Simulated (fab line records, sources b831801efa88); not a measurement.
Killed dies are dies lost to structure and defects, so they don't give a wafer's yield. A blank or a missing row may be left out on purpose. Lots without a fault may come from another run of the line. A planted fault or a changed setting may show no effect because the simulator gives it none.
Chamber matching | flow gf180mcu | GF_V5_CMP_26 on cmp-02: 4 sister chambers
The step polishes, stops on SiO2, t overpolish 15 s, target thk 0 nm. 14 wafers are shown with their chamber, then 7 later ones without.

WAFERS WITH THEIR CHAMBER
wafer  | chamber | motor_current_A (A) | time_to_endpoint_s (s) | overpolish_run_s (s)
L330.2 | 0       | 9.8                 | 89                     | 14.992
L330.3 | 1       | 10.4                | 84                     | 15.000
L330.4 | 3       | 10.6                | 88                     | 15.002
L331.4 | 3       | 10.7                | 86                     | 15.006
L331.5 | 2       | 9.3                 | 80                     | 15.009
L331.6 | 3       | 10.7                | 85                     | 15.000
L332.2 | 2       | 9.4                 | 84                     | 14.996
L332.3 | 1       | 10.4                | 89                     | 15.010
L332.5 | 1       | 10.5                | 93                     | 14.999
L336.1 | 3       | 11.0                | 87                     | 15.006
L336.2 | 2       | 9.3                 | 78                     | 15.002
L336.3 | 0       | 9.8                 | 86                     | 14.997
L338.2 | 3       | 10.6                | 91                     | 15.013
L338.4 | 0       | 10.0                | 89                     | 15.001

SIGNATURES (means of the wafers above)
reading            | chamber 0 | chamber 1 | chamber 2 | chamber 3 | scatter within a chamber
motor_current_A    | 9.867     | 10.433    | 9.333     | 10.720    | 0.122
time_to_endpoint_s | 88.00     | 88.67     | 80.67     | 87.40     | 2.94
overpolish_run_s   | 14.99667  | 15.00300  | 15.00233  | 15.00540  | 0.00546
Rule: a wafer's distance from a chamber is the root of the sum, over the readings, of the square of ((its reading less the chamber's mean) divided by the reading's scatter). The wafer belongs to the nearest chamber; if the next one is less than 2 further off, it can't be placed. The scatter: the root of (the sum of the squares of (reading less its chamber's mean) over the shown wafers, divided by (wafers less chambers)).

WAFERS WITHOUT THEIR CHAMBER
wafer  | motor_current_A (A) | time_to_endpoint_s (s) | overpolish_run_s (s)
L338.5 | 10.3                | 92                     | 15.003
L342.2 | 10.2                | 90                     | 14.996
L342.3 | 9.6                 | 88                     | 15.009
L342.4 | 9.3                 | 79                     | 15.006
L349.1 | 11.0                | 88                     | 14.999
L349.4 | 9.8                 | 91                     | 15.001
L349.6 | 9.6                 | 89                     | 15.000

WHICH CHAMBER EACH WENT THROUGH
wafer  | from the rows above     | in truth
L338.5 | 1                       | 1
L342.2 | can't be placed: 1 or 0 | 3
L342.3 | can't be placed: 0 or 2 | 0
L342.4 | 2                       | 2
L349.1 | 3                       | 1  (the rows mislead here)
L349.4 | 0                       | 0
L349.6 | can't be placed: 0 or 2 | 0
Placed correctly: 3 of 7. Can't be placed from these rows: 3 (the true chamber is among the candidates in 2). Placed wrongly: 1.
